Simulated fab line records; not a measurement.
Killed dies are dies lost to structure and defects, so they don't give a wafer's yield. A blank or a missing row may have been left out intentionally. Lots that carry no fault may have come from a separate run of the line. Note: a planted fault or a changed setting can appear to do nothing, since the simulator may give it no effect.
fab line records -- flow gf180mcu
record: lots: 12, wafers: 36, last-day: 34
route steps=602 shown DNWELL@40 NWELL@48 VT_IMPLANT@108 SALICIDE@283
lots that met no fault: from a run of the same line without faults
start-h: hours from the record's opening day to when the first of the lot's shown wafers began -- wait-h: hours since the lot's step before -- " the same as in the row above -- L1.1+2: several wafers, shown together as one row -- - either no value or no given start -- * or withheld: withheld -- < > ~ a bound
route shown NAME@n: a module of which the file shows steps, and the number in the route of the first -- usual: mean/standard deviation taken from wafers without a fault -- same: alike in all rows -- chamber/n: place in a boat -- sites: the reading at each site -- _std_site: standard deviation of those values -- _edge_site: the outer-site mean with the inner-site mean subtracted -- radius-mm: for every site, how far away it sits from the centre of the wafer -- mask NAME#n: copy n -- behind: tool/chamber where the wafer was last shaped -- hold: what put the lot on hold/how long, in hours/how the hold closed -- device: names the non-switching transistor (n, p or np) -- end of line: the tests these same wafers got at the end of their route -- a step given without rows: its recipe and nothing more -- killed: count of dies lost to structure and defects at first sort (not the wafer's yield) -- map: the dies of a wafer, with x for killed, . for not killed, _ for no die there
set.NAME: the setting as run; set.NAME@STEP: as run at that earlier step -- model.NAME: the simulator's own value behind a step, which no gauge read
one table for each step of the route and one row for each wafer, over a sample of lots
services: when a tool's chamber went out of use (start-h, in hours from the record's first day, below 0 if earlier), for how many hours, and the reason
== steps ==
step: GF_DNWELL_STRIP_08
recipe: chemistry: O2/N2, power-w: 1400, pressure-mtorr: 1500, platen-temp-c: 250, o2-flow-sccm: 3000, n2-flow-sccm: 300, overash-fraction: 0.5
usual: chamber-pressure-mTorr: 1499.9/1.3, drypump-motor-current-A: 5.86/0.27, heater-power-w: 318/28, oes-product-au: 0.723/0.0043, strip-time-to-endpoint-s: 36.94/0.084
lot.wafer,tool,chamber,start-h,wait-h,chamber-pressure-mTorr,drypump-motor-current-A,heater-power-w,oes-product-au,rf-hours-counter-h,strip-time-to-endpoint-s
L715.1,plasma-asher-03,1,43.33,0.1,1501.5,5.76,326,0.725,40,36.93
L715.3,plasma-asher-03,1,43.33,0.1,1502.9,5.74,330,0.716,-,36.95
L715.5,plasma-asher-03,1,43.33,0.1,1499.6,5.76,331,0.727,-,37.01
L716.1,plasma-asher-01,0,47.73,0.1,1498.2,5.82,333,0.719,44,37.01
L716.2,plasma-asher-01,1,47.73,0.1,1499.9,5.86,324,0.723,44,36.89
L716.4,plasma-asher-01,1,47.73,0.1,1499.0,5.87,330,0.718,-,36.87
L717.2,plasma-asher-03,0,52.63,0.1,1500.6,6.07,269,0.725,41,37.05
L717.3,plasma-asher-03,1,52.63,0.1,1500.7,5.77,330,0.715,-,36.88
L717.5,plasma-asher-03,0,52.63,0.1,1500.9,6.09,264,0.721,-,36.95
L721.2,plasma-asher-03,0,74.58,0.1,1502.0,6.08,269,0.722,42,36.88
L721.4,plasma-asher-03,1,74.58,0.1,1501.8,5.74,329,0.716,-,36.85
L721.6,plasma-asher-03,0,74.58,0.1,1498.7,6.09,269,0.724,-,36.89
L723.3,plasma-asher-03,1,86.45,0.1,1500.4,5.79,337,0.725,-,36.96
L723.4,plasma-asher-03,0,86.45,0.1,1498.1,6.09,266,0.717,-,36.97
L723.5,plasma-asher-03,0,86.45,0.1,1499.2,6.12,273,0.721,-,37.02
L727.1,plasma-asher-01,0,108.51,0.1,1499.9,5.80,338,0.720,51,36.96
L727.2,plasma-asher-01,1,108.51,0.1,1500.0,5.87,324,0.717,51,36.90
L727.3,plasma-asher-01,1,108.51,0.1,1500.5,5.81,318,0.725,-,36.96
L732.1,plasma-asher-04,0,131.13,0.1,1497.7,6.26,309,0.718,1,36.96
L732.2,plasma-asher-04,1,131.13,0.1,1497.9,5.39,345,0.725,1,37.02
L732.4,plasma-asher-04,0,131.13,0.1,1500.1,6.26,320,0.728,-,37.00
L733.2,plasma-asher-04,0,137.01,0.1,1502.1,6.24,315,0.726,2,37.04
L733.4,plasma-asher-04,0,137.01,0.1,1501.2,6.25,319,0.729,-,37.08
L733.5,plasma-asher-04,0,137.01,0.1,1500.9,6.26,317,0.721,-,37.02
L735.1,plasma-asher-04,0,149.43,0.1,1501.7,6.25,320,0.730,3,36.85
L735.2,plasma-asher-04,1,149.43,0.1,1497.6,5.39,349,0.714,3,36.75
L735.4,plasma-asher-04,0,149.43,0.1,1501.4,6.26,314,0.727,-,36.72
L736.3,plasma-asher-03,0,160.01,0.1,1498.1,6.08,271,0.723,-,36.95
L736.4,plasma-asher-03,1,160.01,0.1,1498.7,5.76,329,0.721,-,37.05
L736.5,plasma-asher-03,1,160.01,0.1,1499.9,5.76,332,0.724,-,37.00
L737.2,plasma-asher-03,1,165.78,0.1,1499.7,5.72,334,0.720,52,36.78
L737.4,plasma-asher-03,1,165.78,0.1,1500.3,5.76,326,0.717,-,36.93
L737.6,plasma-asher-03,1,165.78,0.1,1500.5,5.73,330,0.715,-,36.77
L738.1,plasma-asher-04,0,170.86,0.1,1500.2,6.26,309,0.719,5,36.91
L738.3,plasma-asher-04,0,170.86,0.1,1501.5,6.27,312,0.728,-,36.86
L738.4,plasma-asher-04,1,170.86,0.1,1500.7,5.34,344,0.721,-,36.95
step: GF_NWELL_DEVELOP_06
recipe: wall-angle-deg: 90, develop-time-s: 60, dev-temp-c: 23
lot.wafer,tool,chamber,start-h,wait-h
L715.1+3+5,litho-track-02,0,55,-
L716.1+2+4,litho-track-01,0,61,-
L717.2+3+5,litho-track-02,0,65,-
L721.2+4+6,litho-track-01,0,88,-
L723.3+4+5,litho-track-01,0,99,-
L727.1+2+3,litho-track-04,0,122,-
L732.1+2+4,litho-track-04,0,146,-
L733.2+4+5,litho-track-04,0,152,-
L735.1+2+4,litho-track-04,0,165,-
L736.3+4+5,litho-track-01,0,175,-
L737.2+4+6,litho-track-04,0,182,-
L738.1+3+4,litho-track-04,0,188,-
step: GF_NWELL_OVL_MEAS_07
usual: NWELL_OVL: 0.2/1.5
lot.wafer,tool,chamber,start-h,wait-h,NWELL_OVL[nm]
L715.1,overlay-02,-,55.88,-,-1.5
L715.3,overlay-02,-,55.88,-,-2.2
L715.5,overlay-02,-,55.88,-,-0.4
L716.1,overlay-02,-,61.20,-,1.3
L716.2,overlay-02,-,61.20,-,1.9
L716.4,overlay-02,-,61.20,-,-0.8
L717.2,overlay-01,-,65.34,-,-2.7
L717.3,overlay-01,-,65.34,-,-3.1
L717.5,overlay-01,-,65.34,-,-1.3
L721.2,overlay-02,-,88.30,-,-
L721.4,overlay-02,-,88.30,-,4.0
L721.6,overlay-02,-,88.30,-,-
L723.3,overlay-01,-,99.86,-,-
L723.4,overlay-01,-,99.86,-,0.0
L723.5,overlay-01,-,99.86,-,1.6
L727.1,overlay-02,-,122.56,-,0.8
L727.2,overlay-02,-,122.56,-,0.5
L727.3,overlay-02,-,122.56,-,0.9
L732.1,overlay-01,-,146.21,-,-0.3
L732.2,overlay-01,-,146.21,-,0.7
L732.4,overlay-01,-,146.21,-,-0.3
L733.2,overlay-02,-,152.92,-,0.9
L733.4,overlay-02,-,152.92,-,0.7
L733.5,overlay-02,-,152.92,-,-2.2
L735.1,overlay-01,-,166.01,-,1.0
L735.2,overlay-01,-,166.01,-,0.2
L735.4,overlay-01,-,166.01,-,0.7
L736.3,overlay-01,-,175.91,-,1.1
L736.4,overlay-01,-,175.91,-,1.9
L736.5,overlay-01,-,175.91,-,1.5
L737.2,overlay-02,-,182.42,-,0.5
L737.4,overlay-02,-,182.42,-,-0.5
L737.6,overlay-02,-,182.42,-,0.9
L738.1,overlay-01,-,188.46,-,0.2
L738.3,overlay-01,-,188.46,-,-0.3
L738.4,overlay-01,-,188.46,-,0.9
step: GF_VT_IMPLANT_OVL_MEAS_18
usual: VT_IMPLANT_01_OVL: 1.2/1.8
lot.wafer,tool,chamber,start-h,wait-h,VT_IMPLANT_01_OVL[nm]
L715.1,overlay-01,-,127.96,0.1,1.1
L715.3,overlay-01,-,127.96,0.1,1.0
L715.5,overlay-01,-,127.96,0.1,3.3
L716.1,overlay-02,-,134.65,0.1,0.4
L716.2,overlay-02,-,134.65,0.1,1.0
L716.4,overlay-02,-,134.65,0.1,2.0
L717.2,overlay-02,-,136.52,0.1,1.0
L717.3,overlay-02,-,136.52,0.1,-0.2
L717.5,overlay-02,-,136.52,0.1,0.4
L721.2,overlay-02,-,163.49,0.1,-2.5
L721.4,overlay-02,-,163.49,0.1,-3.3
L721.6,overlay-02,-,163.49,0.1,-2.1
L723.3,overlay-02,-,176.47,0.1,0.1
L723.4,overlay-02,-,176.47,0.1,0.5
L723.5,overlay-02,-,176.47,0.1,-0.7
L727.1,overlay-02,-,204.05,0.1,2.2
L727.2,overlay-02,-,204.05,0.1,1.3
L727.3,overlay-02,-,204.05,0.1,2.3
L732.1,overlay-01,-,233.08,0.1,2.2
L732.2,overlay-01,-,233.08,0.1,1.0
L732.4,overlay-01,-,233.08,0.1,1.3
L733.2,overlay-01,-,240.68,0.1,3.3
L733.4,overlay-01,-,240.68,0.1,3.8
L733.5,overlay-01,-,240.68,0.1,3.8
L735.1,overlay-01,-,255.83,0.1,1.9
L735.2,overlay-01,-,255.83,0.1,2.7
L735.4,overlay-01,-,255.83,0.1,2.6
L736.3,overlay-01,-,266.49,0.1,0.1
L736.4,overlay-01,-,266.49,0.1,0.7
L736.5,overlay-01,-,266.49,0.1,1.0
L737.2,overlay-02,-,273.52,0.1,1.7
L737.4,overlay-02,-,273.52,0.1,2.1
L737.6,overlay-02,-,273.52,0.1,3.5
L738.1,overlay-01,-,279.83,0.1,-1.8
L738.3,overlay-01,-,279.83,0.1,-0.8
L738.4,overlay-01,-,279.83,0.1,-2.4
step: GF_SALICIDE_THK_MEAS_05
recipe: thk-meas-gauge: xrf, reads: TiN_of_SALICIDE_SPUTTER_03
usual: SALICIDE_TIN_THK: 19.75/0.24
lot.wafer,tool,chamber,start-h,wait-h,SALICIDE_TIN_THK[nm]
L715.1,film-metro-03,-,342.81,0.1,20.00
L715.3,film-metro-03,-,342.81,0.1,19.88
L715.5,film-metro-03,-,342.81,0.1,20.02
L716.1,film-metro-01,-,351.33,0.1,19.89
L716.2,film-metro-01,-,351.33,0.1,19.96
L716.4,film-metro-01,-,351.33,0.1,19.94
L717.2,film-metro-01,-,356.02,0.1,19.83
L717.3,film-metro-01,-,356.02,0.1,20.02
L717.5,film-metro-01,-,356.02,0.1,20.06
L721.2,film-metro-03,-,388.57,0.1,19.87
L721.4,film-metro-03,-,388.57,0.1,19.76
L721.6,film-metro-03,-,388.57,0.1,19.92
L723.3,film-metro-01,-,410.14,0.1,19.59
L723.4,film-metro-01,-,410.14,0.1,19.72
L723.5,film-metro-01,-,410.14,0.1,19.45
L727.1,film-metro-01,-,447.14,0.1,19.43
L727.2,film-metro-01,-,447.14,0.1,19.77
L727.3,film-metro-01,-,447.14,0.1,19.20
L732.1,film-metro-01,-,487.84,0.1,19.68
L732.2,film-metro-01,-,487.84,0.1,19.67
L732.4,film-metro-01,-,487.84,0.1,19.48
L733.2,film-metro-01,-,496.39,0.1,19.43
L733.4,film-metro-01,-,496.39,0.1,19.62
L733.5,film-metro-01,-,496.39,0.1,19.64
L735.1,film-metro-04,-,517.01,0.1,19.77
L735.2,film-metro-04,-,517.01,0.1,19.63
L735.4,film-metro-04,-,517.01,0.1,19.66
L736.3,film-metro-04,-,524.32,0.1,20.08
L736.4,film-metro-04,-,524.32,0.1,19.71
L736.5,film-metro-04,-,524.32,0.1,20.01
L737.2,film-metro-01,-,536.85,0.1,19.43
L737.4,film-metro-01,-,536.85,0.1,19.23
L737.6,film-metro-01,-,536.85,0.1,19.55
L738.1,film-metro-04,-,545.06,0.1,19.58
L738.3,film-metro-04,-,545.06,0.1,19.62
L738.4,film-metro-04,-,545.06,0.1,19.49
== services ==
tool,chamber,start-h,hours,kind
plasma-asher-03,-,27.04,1.9,repair
plasma-asher-03,-,60.07,7.1,repair
plasma-asher-04,-,107.14,2.8,pm
plasma-asher-03,-,109.71,1.4,repair
plasma-asher-04,-,109.89,9.0,pm
plasma-asher-04,0,109.89,10.6,vent-cycle
plasma-asher-04,1,109.89,10.6,vent-cycle
plasma-asher-04,-,110.76,9.8,repair
plasma-asher-04,0,118.89,-,clean
plasma-asher-04,1,118.89,-,clean
== key ==
first-sign: step: GF_NWELL_OVL_MEAS_07, reading: NWELL_OVL, direction: missing
effect none on later readings
met-at GF_NWELL_DEVELOP_06
struck-lots L721,L723
struck-wafers L721.2,L721.6,L723.3
sort-left-out L721.2,L721.6,L723.3
tester-left-out L721,L723
not-acting-at GF_DNWELL_STRIP_08,GF_VT_IMPLANT_OVL_MEAS_18,GF_SALICIDE_THK_MEAS_05
onset-between 61 88
fault: kind: process-parameter-drift, tool: litho-track-01, chamber: -, onset-h: 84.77, steps: GF_NWELL_DEVELOP_06, channel: develop-time-s, offset: *, shape: step, end-h: 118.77, scope: struck-wafers-only, acts-in: *, stated: *
tester-left-out: of these lots the tester's yield and bins aren't shown, on N5 and GAA mostly nor the transistor test; their killed dies are dies lost to structure and defects alone, not to doping, threshold or leakage, so they don't give the yield
sort-left-out: the simulated sort isn't trusted on such a fault, so these wafers' sort isn't shown, and their yield isn't known
